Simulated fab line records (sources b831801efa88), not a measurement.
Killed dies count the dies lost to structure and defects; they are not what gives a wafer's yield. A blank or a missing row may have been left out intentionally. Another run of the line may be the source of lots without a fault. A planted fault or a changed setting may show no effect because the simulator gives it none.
fab line records | flow sky130
record: lots: 7 | wafers: 21 | last-day: 49
route steps=708 shown NWELL@76 PWDE@84 VT_ADJUST_HVTP@85 PAD_OPEN@708
lots untouched by any fault: they come from a run of this same line in which no faults occurred
start-h: hours from the record's first day to the start of the lot's first wafer shown | wait-h: hours elapsed since this lot's preceding step | " repeats the value in the row above | L1.1+2: several wafers, shown together as one row | - no value, or no start given | * or withheld: withheld | < > ~ a bound
route shown NAME@n: a module of which the file shows steps, and the number in the route of the first | usual: mean/standard deviation taken from wafers without a fault | same: alike in all rows | chamber/n: place in a boat | sites: the reading at each site | _std_site: their standard deviation | _edge_site: inner sites' mean taken away from outer sites' mean | radius-mm: for every site, how far away it sits from the centre of the wafer | mask NAME#n: copy n | behind: the tool/chamber that last shaped the wafer | hold: what put the lot on hold/how long, in hours/how the hold closed | device: which transistor (n, p or np) failed to switch | end of line: the route-end tests of the same wafers | for a step that has no rows: nothing shown but its recipe | killed: at the first sort, the dies lost to defects and structure; wafer yield is something else | map: per-die view of a wafer (x killed, . not killed, _ where there is no die)
set.NAME: setting as actually run; set.NAME@STEP: the setting as run at that earlier step | model.NAME: the simulator's own value behind a step, which no gauge read
lots at some steps of the route; a table a step, a row a wafer
services: from which hour (start-h, from the record's first day; less than 0 if before it) a tool's chamber was out of use, for how many hours, and why
== steps ==
step: SKY_NWELL_OVL_MEAS_23
usual: NWELL_01_OVL: 0.4/1.5
lot.wafer | tool       | chamber | start-h | wait-h | NWELL_01_OVL[nm]
L832.2    | overlay-02 | -       | 97.22   | -      | -0.8
L832.3    | "          | -       | "       | "      | -0.2
L832.5    | "          | -       | "       | "      | -1.8
L835.1    | overlay-01 | -       | 120.13  | -      | 0.6
L835.5    | "          | -       | "       | "      | -0.9
L835.6    | "          | -       | "       | "      | 0.4
L845.1    | overlay-02 | -       | 181.34  | -      | 2.2
L845.3    | "          | -       | "       | "      | 2.3
L845.4    | "          | -       | "       | "      | 2.0
L848.2    | overlay-01 | -       | 200.23  | -      | 2.3
L848.3    | "          | -       | "       | "      | -0.6
L848.5    | "          | -       | "       | "      | 0.6
L849.3    | overlay-01 | -       | 205.75  | -      | -0.8
L849.5    | "          | -       | "       | "      | -0.3
L849.6    | "          | -       | "       | "      | -1.0
L850.2    | overlay-01 | -       | 207.13  | -      | -0.6
L850.4    | "          | -       | "       | "      | -0.2
L850.6    | "          | -       | "       | "      | -0.8
L851.1    | overlay-01 | -       | 219.16  | -      | 1.3
L851.2    | "          | -       | "       | "      | 0.9
L851.5    | "          | -       | "       | "      | -0.2
step: SKY_NWELL_IMPLANT_24
recipe: species: B | energy-kev: 140 | dose-cm2: 9.2e+12 | tilt-deg: withheld
step: SKY_NWELL_STRIP_25
recipe: chemistry: O2/N2 | power-w: 1400 | pressure-mtorr: 1500 | platen-temp-c: withheld | o2-flow-sccm: 3000 | n2-flow-sccm: 300 | overash-fraction: 0.5
usual: chamber-pressure-mTorr: 1500.0/1.5 | drypump-motor-current-A: 5.6/0.34 | oes-product-au: 0.722/0.0044 | strip-time-to-endpoint-s: 36.91/0.083
same: overash-fraction: 0.5
lot.wafer | tool            | chamber | start-h | wait-h | chamber-pressure-mTorr | drypump-motor-current-A | oes-product-au | rf-hours-counter-h | strip-time-to-endpoint-s
L832.2    | plasma-asher-02 | 0       | 97.40   | 0.1    | 1496.9                 | 4.9                     | 0.718          | 39                 | 37.13
L832.3    | "               | 0       | "       | "      | 1499.9                 | 5.0                     | 0.728          | -                  | 37.10
L832.5    | "               | 1       | "       | "      | 1498.5                 | 5.6                     | 0.719          | -                  | 37.11
L835.1    | plasma-asher-03 | 1       | 120.31  | 0.1    | 1499.0                 | 5.7                     | 0.719          | 29                 | 36.90
L835.5    | "               | 0       | "       | "      | 1500.9                 | 5.5                     | 0.720          | -                  | 36.92
L835.6    | "               | 1       | "       | "      | 1501.5                 | 5.7                     | 0.725          | -                  | 36.75
L845.1    | plasma-asher-02 | 0       | 181.52  | 0.1    | 1501.1                 | 5.0                     | 0.728          | 7                  | 36.84
L845.3    | "               | 0       | "       | "      | 1498.7                 | 5.0                     | 0.719          | -                  | 36.84
L845.4    | "               | 1       | "       | "      | 1497.9                 | 5.6                     | 0.724          | -                  | 36.81
L848.2    | plasma-asher-04 | 1       | 200.41  | 0.1    | 1502.6                 | 6.0                     | 0.721          | 53                 | 36.91
L848.3    | "               | 0       | "       | "      | 1498.9                 | 6.1                     | 0.724          | -                  | 37.03
L848.5    | "               | 1       | "       | "      | 1501.4                 | 6.0                     | 0.724          | -                  | 36.99
L849.3    | plasma-asher-03 | 0       | 205.96  | 0.1    | 1499.7                 | 5.5                     | 0.719          | -                  | 36.93
L849.5    | "               | 1       | "       | "      | 1497.7                 | 5.8                     | 0.718          | -                  | 36.77
L849.6    | "               | 0       | "       | "      | 1500.1                 | 5.5                     | 0.721          | -                  | 36.94
L850.2    | plasma-asher-04 | 1       | 207.31  | 0.1    | 1499.1                 | 6.0                     | 0.727          | 54                 | 36.82
L850.4    | "               | 1       | "       | "      | 1496.3                 | 6.0                     | 0.724          | -                  | 36.93
L850.6    | "               | 0       | "       | "      | 1500.6                 | 6.1                     | 0.722          | -                  | 36.87
L851.1    | plasma-asher-03 | 1       | 219.35  | 0.1    | 1501.3                 | 5.8                     | 0.731          | 39                 | 36.81
L851.2    | "               | 0       | "       | "      | 1502.5                 | 5.5                     | 0.723          | 39                 | 36.89
L851.5    | "               | 0       | "       | "      | 1498.1                 | 5.5                     | 0.721          | -                  | 36.88
step: SKY_NWELL_TW_MEAS_26
usual: NWELL_2_TW: 498.6/2.6
lot.wafer | tool          | chamber | start-h | wait-h | NWELL_2_TW
L832.2    | film-metro-01 | -       | 97.51   | 0.1    | 500.7
L832.3    | "             | -       | "       | "      | 502.3
L832.5    | "             | -       | "       | "      | 502.4
L835.1    | film-metro-02 | -       | 120.41  | 0.1    | 501.9
L835.5    | "             | -       | "       | "      | 499.0
L835.6    | "             | -       | "       | "      | 501.5
L845.1    | film-metro-01 | -       | 181.62  | 0.1    | 501.2
L845.3    | "             | -       | "       | "      | 499.3
L845.4    | "             | -       | "       | "      | 499.1
L848.2    | film-metro-01 | -       | 200.52  | 0.1    | 498.9
L848.3    | "             | -       | "       | "      | 500.6
L848.5    | "             | -       | "       | "      | 500.3
L849.3    | film-metro-04 | -       | 206.04  | 0.1    | 497.7
L849.5    | "             | -       | "       | "      | 493.8
L849.6    | "             | -       | "       | "      | 496.8
L850.2    | film-metro-01 | -       | 207.42  | 0.1    | 500.7
L850.4    | "             | -       | "       | "      | 501.2
L850.6    | "             | -       | "       | "      | 501.6
L851.1    | film-metro-04 | -       | 219.45  | 0.1    | 495.5
L851.2    | "             | -       | "       | "      | 493.0
L851.5    | "             | -       | "       | "      | 496.8
step: SKY_NWELL_CLEAN_27
recipe: chemistry: SC1/SC2 | mix: 1:4:20 | temp-c: 70 | time-s: 150 | dry: n2-spin
step: SKY_NWELL_RTA_28
recipe: temp-c: 1050 | time-s: 30 | idle-temp-c: 650 | ramp-up-c-per-s: 150 | ramp-down-c-per-s: 90 | ambient: N2
usual: lamp-power-pct: 25.31/0.053 | wafer_temp_C_max: 1054.9/0.92
lot.wafer | tool          | chamber | start-h | wait-h | lamp-power-pct | wafer_temp_C_max
L832.2    | rtp-anneal-01 | 0       | 97.63   | 0.0    | 25.27          | 1054.4
L832.3    | "             | 0       | "       | "      | 25.35          | 1056.4
L832.5    | "             | 0       | "       | "      | 25.37          | 1054.0
L835.1    | rtp-anneal-01 | 0       | 120.52  | 0.0    | 25.42          | 1055.6
L835.5    | "             | 0       | "       | "      | 25.32          | 1055.3
L835.6    | "             | 0       | "       | "      | 25.34          | 1054.1
L845.1    | rtp-anneal-01 | 0       | 181.73  | 0.0    | 25.33          | 1054.0
L845.3    | "             | 0       | "       | "      | 25.34          | 1054.4
L845.4    | "             | 0       | "       | "      | 25.37          | 1055.5
L848.2    | rtp-anneal-01 | 0       | 200.66  | 0.0    | 25.33          | 1054.9
L848.3    | "             | 0       | "       | "      | 25.35          | 1056.5
L848.5    | "             | 0       | "       | "      | 25.26          | 1053.6
L849.3    | rtp-anneal-01 | 0       | 206.17  | 0.0    | 25.26          | 1055.5
L849.5    | "             | 0       | "       | "      | 25.33          | 1054.2
L849.6    | "             | 0       | "       | "      | 25.31          | 1054.9
L850.2    | rtp-anneal-02 | 0       | 207.54  | 0.0    | 25.25          | 1054.0
L850.4    | "             | 0       | "       | "      | 25.28          | 1055.1
L850.6    | "             | 0       | "       | "      | 25.25          | 1055.1
L851.1    | rtp-anneal-01 | 0       | 219.56  | 0.0    | 25.35          | 1054.4
L851.2    | "             | 0       | "       | "      | 25.29          | 1054.1
L851.5    | "             | 0       | "       | "      | 25.33          | 1056.7
step: SKY_NWELL_RS_MEAS_29
recipe: thk-meas-gauge: four-point-probe
usual: NWELL_RS: 624.7/1.4
lot.wafer | tool          | chamber | start-h | wait-h | NWELL_RS[ohm/sq]
L832.2    | film-metro-02 | -       | 97.73   | 0.1    | 625.1
L832.3    | "             | -       | "       | "      | 624.4
L832.5    | "             | -       | "       | "      | 624.7
L835.1    | film-metro-04 | -       | 120.62  | 0.1    | 624.6
L835.5    | "             | -       | "       | "      | 623.3
L835.6    | "             | -       | "       | "      | 624.8
L845.1    | film-metro-04 | -       | 181.93  | 0.2    | 624.4
L845.3    | "             | -       | "       | "      | 625.9
L845.4    | "             | -       | "       | "      | 626.2
L848.2    | film-metro-01 | -       | 200.84  | 0.2    | 626.1
L848.3    | "             | -       | "       | "      | 623.1
L848.5    | "             | -       | "       | "      | 625.8
L849.3    | film-metro-01 | -       | 206.27  | 0.1    | 627.8
L849.5    | "             | -       | "       | "      | 626.5
L849.6    | "             | -       | "       | "      | 625.2
L850.2    | film-metro-01 | -       | 207.64  | 0.1    | 624.2
L850.4    | "             | -       | "       | "      | 621.6
L850.6    | "             | -       | "       | "      | 623.5
L851.1    | film-metro-01 | -       | 219.66  | 0.1    | 622.4
L851.2    | "             | -       | "       | "      | 624.2
L851.5    | "             | -       | "       | "      | 625.1
step: SKY_NWELL_RS_MEAS_31
recipe: thk-meas-gauge: four-point-probe
usual: PWDE_RS: 5274/18
lot.wafer | tool          | chamber | start-h | wait-h | PWDE_RS[ohm/sq]
L832.2    | film-metro-02 | -       | 97.97   | 0.1    | 5243
L832.3    | "             | -       | "       | "      | 5246
L832.5    | "             | -       | "       | "      | 5279
L835.1    | film-metro-04 | -       | 120.86  | 0.1    | 5298
L835.5    | "             | -       | "       | "      | 5274
L835.6    | "             | -       | "       | "      | 5295
L845.1    | film-metro-04 | -       | 182.17  | 0.1    | 5293
L845.3    | "             | -       | "       | "      | 5312
L845.4    | "             | -       | "       | "      | 5314
L848.2    | film-metro-01 | -       | 201.08  | 0.1    | 5254
L848.3    | "             | -       | "       | "      | 5255
L848.5    | "             | -       | "       | "      | 5275
L849.3    | film-metro-01 | -       | 206.51  | 0.1    | 5268
L849.5    | "             | -       | "       | "      | 5264
L849.6    | "             | -       | "       | "      | 5257
L850.2    | film-metro-01 | -       | 207.88  | 0.1    | 5282
L850.4    | "             | -       | "       | "      | 5268
L850.6    | "             | -       | "       | "      | 5251
L851.1    | film-metro-01 | -       | 219.90  | 0.1    | 5242
L851.2    | "             | -       | "       | "      | 5268
L851.5    | "             | -       | "       | "      | 5230
step: SKY_VT_ADJUST_HVTP_DEHYDRATE_00
recipe: temp-c: 200 | time-s: 60
step: SKY_VT_ADJUST_HVTP_HMDS_01
recipe: prime-time-s: 60 | prime-temp-c: 120
step: SKY_VT_ADJUST_HVTP_COAT_02
recipe: resist: NOVOLAK | spin-rpm: 3000 | resist-thk-nm: 1140
step: SKY_VT_ADJUST_HVTP_SOFTBAKE_03
recipe: temp-c: 90 | time-s: 60 | resist: NOVOLAK
usual: heater-power-total-W: 56.60/0.048 | plate-temp-C: 90.01/0.12
lot.wafer | tool           | chamber | start-h | wait-h | heater-power-total-W | plate-temp-C
L832.2    | litho-track-03 | 0       | 107.16  | 0.1    | 56.58                | 90.30
L832.3    | "              | 0       | "       | "      | 56.59                | 90.00
L832.5    | "              | 0       | "       | "      | 56.61                | 90.13
L835.1    | litho-track-02 | 0       | 130.04  | 0.1    | 56.56                | 89.94
L835.5    | "              | 0       | "       | "      | 56.52                | 90.10
L835.6    | "              | 0       | "       | "      | 56.63                | 90.07
L845.1    | litho-track-04 | 0       | 192.46  | 0.1    | 56.53                | 90.11
L845.3    | "              | 0       | "       | "      | 56.59                | 90.08
L845.4    | "              | 0       | "       | "      | 56.62                | 90.15
L848.2    | litho-track-03 | 0       | 211.61  | 0.1    | 55.13                | 88.30
L848.3    | "              | 0       | "       | "      | 55.12                | 88.33
L848.5    | "              | 0       | "       | "      | 55.18                | 88.34
L849.3    | litho-track-03 | 0       | 217.09  | 0.1    | 55.19                | 88.25
L849.5    | "              | 0       | "       | "      | 55.22                | 88.31
L849.6    | "              | 0       | "       | "      | 55.00                | 88.21
L850.2    | litho-track-03 | 0       | 218.86  | 0.1    | 55.16                | 88.20
L850.4    | "              | 0       | "       | "      | 55.25                | 88.32
L850.6    | "              | 0       | "       | "      | 55.13                | 88.33
L851.1    | litho-track-02 | 0       | 231.14  | 0.1    | 56.57                | 89.87
L851.2    | "              | 0       | "       | "      | 56.61                | 89.97
L851.5    | "              | 0       | "       | "      | 56.61                | 89.82
step: SKY_VT_ADJUST_HVTP_EXPOSE_04
recipe: mask-id: HVTPM | na: 0.6 | source-shape: conventional | sigma-outer: 0.6 | polarization: unpolarized | target-cd-nm: 380 | dose-mj: 140
step: SKY_PAD_OPEN_PROBE_99
usual: killed_at_M0_to_M3: 44/7 | killed_at_M4_up: 3.0/1.9 | killed-at-contacts: 24/5.4 | killed-at-front-end: 15/4.6 | killed-at-other: 0.3/0.5 | killed-dies: 87/10 | killed-open: 47/7 | killed-short: 40/6.2
same: gross-dies: 492 | killed-at-back-side: 0
lot.wafer | tool      | chamber | start-h | wait-h | killed_at_M0_to_M3 | killed_at_M4_up | killed-at-contacts | killed-at-front-end | killed-at-other | killed-dies | killed-open | killed-short
L848.2    | prober-01 | -       | 1170.10 | 0.1    | 40                 | 2               | 27                 | 15                  | 1               | 85          | 47          | 38
L848.3    | prober-01 | -       | 1170.15 | 0.2    | 32                 | 3               | 23                 | 15                  | 0               | 73          | 39          | 34
L848.5    | prober-01 | -       | 1170.25 | 0.2    | 48                 | 6               | 20                 | 17                  | 0               | 91          | 57          | 34
L850.2    | prober-02 | -       | 1179.90 | 0.1    | 36                 | 2               | 15                 | 18                  | 0               | 71          | 34          | 37
L850.4    | prober-02 | -       | 1180.00 | 0.2    | 42                 | 2               | 32                 | 11                  | 0               | 87          | 48          | 39
L850.6    | prober-02 | -       | 1180.10 | 0.2    | 41                 | 2               | 28                 | 14                  | 0               | 85          | 44          | 41
L851.1    | prober-02 | -       | 1180.30 | 0.1    | 52                 | 2               | 24                 | 11                  | 0               | 89          | 49          | 40
L851.2    | prober-02 | -       | 1180.35 | 0.1    | 40                 | 2               | 29                 | 11                  | 1               | 83          | 51          | 32
L851.5    | prober-02 | -       | 1180.50 | 0.2    | 53                 | 4               | 24                 | 11                  | 2               | 94          | 52          | 42
killed by level:class
L848.2 LI_CONTACT:geometric-particle:open=10 VIA2:geometric-particle:open=8 VIA1:geometric-particle:open=7 CONTACT:geometric-particle:open=6 VIA3:geometric-particle:open=6 CONTACT:geometric-particle:short=5 VIA1:geometric-particle:short=5 METAL2:geometric-particle:short=4
L848.3 LI_CONTACT:geometric-particle:open=9 VIA3:geometric-particle:open=7 CONTACT:geometric-particle:open=6 VIA3:geometric-particle:short=5 METAL1:geometric-particle:short=5 VIA2:geometric-particle:open=5 POLY_GATE:geometric-particle:open=4 POLY_GATE:geometric-particle:short=3
L848.5 VIA1:geometric-particle:open=18 LI_CONTACT:geometric-particle:open=8 CONTACT:geometric-particle:open=7 VIA2:geometric-particle:open=6 METAL1:geometric-particle:short=5 METAL2:geometric-particle:short=5 FIELD_ISO:geometric-particle:open=4 POLY_GATE:geometric-particle:short=4
L850.2 FIELD_ISO:geometric-particle:short=7 VIA2:geometric-particle:open=6 LI_CONTACT:geometric-particle:open=5 CONTACT:geometric-particle:open=4 METAL2:geometric-particle:short=4 VIA1:geometric-particle:open=4 VIA2:geometric-particle:short=4 POLY_GATE:geometric-particle:short=3
L850.4 CONTACT:geometric-particle:open=13 LI_CONTACT:geometric-particle:open=11 VIA1:geometric-particle:short=9 VIA1:geometric-particle:open=9 METAL2:geometric-particle:short=6 VIA2:geometric-particle:open=6 POLY_GATE:geometric-particle:short=5 METAL3:geometric-particle:short=4
L850.6 CONTACT:geometric-particle:open=13 FIELD_ISO:geometric-particle:short=7 VIA1:geometric-particle:short=7 METAL1:geometric-particle:short=6 VIA1:geometric-particle:open=6 FIELD_ISO:geometric-particle:open=5 LI_CONTACT:geometric-particle:short=5 LI_CONTACT:geometric-particle:open=5
L851.1 VIA1:geometric-particle:open=11 METAL2:geometric-particle:short=11 LI_CONTACT:geometric-particle:open=8 METAL1:geometric-particle:short=7 VIA2:geometric-particle:open=7 CONTACT:geometric-particle:short=6 CONTACT:geometric-particle:open=6 FIELD_ISO:geometric-particle:short=4
L851.2 LI_CONTACT:geometric-particle:open=11 VIA3:geometric-particle:open=10 CONTACT:geometric-particle:open=7 METAL1:geometric-particle:short=6 VIA1:geometric-particle:open=6 METAL2:geometric-particle:open=5 VIA2:geometric-particle:open=5 LOCAL_INTERCONNECT:geometric-particle:short=4
L851.5 VIA1:geometric-particle:open=14 CONTACT:geometric-particle:open=11 VIA1:geometric-particle:short=7 VIA3:geometric-particle:open=6 METAL1:geometric-particle:short=6 VIA2:geometric-particle:open=6 LI_CONTACT:geometric-particle:open=5 METAL2:geometric-particle:short=5
== services ==
tool            | chamber | start-h | hours | kind
plasma-asher-02 | -       | 108.75  | 9.0   | pm
plasma-asher-02 | 0       | 108.75  | 9.0   | vent-cycle
plasma-asher-02 | 1       | 108.75  | 9.0   | vent-cycle
plasma-asher-02 | 0       | 117.75  | -     | clean
plasma-asher-02 | 1       | 117.75  | -     | clean
rtp-anneal-01   | -       | 162.26  | 5.6   | pm
== key ==
first-sign: step: SKY_VT_ADJUST_HVTP_SOFTBAKE_03 | reading: heater-power-total-W | direction: down | sigmas: 30 | usual: * | struck: *
effect: step: SKY_VT_ADJUST_HVTP_SOFTBAKE_03 | reading: plate-temp-C | direction: down | sigmas: 15 | usual: * | struck: *
met-at SKY_VT_ADJUST_HVTP_SOFTBAKE_03
struck-wafers L848.2,L848.3,L848.5,L849.3,L849.5,L849.6,L850.2,L850.4,L850.6
tester-left-out L848,L849,L850
onset-between 107.16 211.61
fault: kind: process-parameter-drift | tool: litho-track-03 | chamber: - | onset-h: 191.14 | steps: SKY_VT_ADJUST_HVTP_SOFTBAKE_03 | channel: temp-c | offset: * | shape: step | end-h: 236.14 | acts-in: * | stated: *
tester-left-out: of these lots the tester's yield and bins aren't shown, on N5 and GAA mostly nor the transistor test; their killed dies are dies lost to structure and defects alone, not to doping, threshold or leakage, so they don't give the yield
